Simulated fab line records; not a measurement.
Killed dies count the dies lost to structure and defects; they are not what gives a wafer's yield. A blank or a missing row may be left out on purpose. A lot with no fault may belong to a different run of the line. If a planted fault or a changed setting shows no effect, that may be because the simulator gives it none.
Problem report, 8D (eight disciplines) form, completed by code -- flow gf180mcu -- the parts of the form that need people (team, actions taken, sign-off) are left out

1. PROBLEM STATEMENT
DNWELL_TW at GF_DNWELL_TW_MEAS_09 reads a mean of 1572 on 6 wafers of 2 lots; wafers without a fault read 1345 with a standard deviation of 14. Relative to the usual mean, that is a shift of +16 standard deviations.
Seen first at day 3 21:12 on filmMetro-02, wafer L502.3. At this step, 39 wafers from 13 lots have a number in the record. Rule for "out", or "out of limits": more than 4 standard deviations from the usual mean. Any other wafer with a number is counted as sound.

2. WHAT THIS IS AND IS NOT
question,is,is not
which readings at this step,DNWELL_TW,-
which lots,"L502, L503","L497, L498, L499, L500, L509, L510, L511, L514, L515, L516, L520"
which wafers of those lots,all that have a number,-
read on which gauges,"filmMetro-02, filmMetro-03",filmMetro-04
when,from day 3 21:12,"up to then (12 sound wafers); but 21 sound wafers of L509, L510, L511, L514, L515, L516, L520 came after"

3. SUSPECTS, AND WHAT RULES EACH OUT
Counting: a tool at any process step up to the reading remains a suspect when it ran all the lots that are out and ran no sound lot after the first of those.
- the gauge at GF_DNWELL_TW_MEAS_09 is ruled out. The wafers that are out were read on 2 gauges (filmMetro-02, filmMetro-03).
- implanter-02 at GF_DNWELL_IMPLANT_07: ruled out as a lasting fault. Following L502 (day 3 20:59), the first lot on it that is out, the sound lots L515, L516 were run on it.
Left after counting: nothing in the record.

4. THE CAUSE (what the simulator had put in)
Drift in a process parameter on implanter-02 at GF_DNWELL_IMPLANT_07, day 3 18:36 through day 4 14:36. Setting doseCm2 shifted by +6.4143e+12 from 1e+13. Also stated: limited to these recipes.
Counting ruled it out, wrongly: the rule takes a fault to strike every lot that its tool runs from its start on, and this one did not.

5. THE EFFECT CHAIN, in route order
One row per reading whose mean, taken over the struck wafers that have a number, lies over 3 standard deviations from the usual. Only readings whose record carries a usual standard deviation are examined. hours: median over the lots of the time between each lot's start at the first step of this table that gives one and its start at this step. sigmas: the change, counted in usual standard deviations.
hours,step,reading,usual,on struck wafers,change,sigmas
0,GF_DNWELL_IMPLANT_07,doseIonsCm2,9.999e+12,1.641e+13,+6.407e+12,+99 or more
0,GF_DNWELL_IMPLANT_07,faradayCurrentUA,56.3,92.8,+36.5,+37
0,GF_DNWELL_TW_MEAS_09,DNWELL_TW,1345,1572,+227,+16
Here are the process steps it includes:
- GF_DNWELL_IMPLANT_07
At these later measuring or inspecting steps, every struck wafer for which the step has a row has a number for every such reading, and none has moved that far: GF_SAB_OVL_MEAS_10.

6. WHAT WOULD HAVE CAUGHT IT SOONER
In this record the first reading out of limits at a measuring or inspecting step was taken at day 3 21:12, 3 hours after the fault began at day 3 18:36.
The tool's own readings at GF_DNWELL_IMPLANT_07 were out on every struck wafer that the step has a row for (doseIonsCm2, faradayCurrentUA): an alarm limit on them would have fired on the first of those.
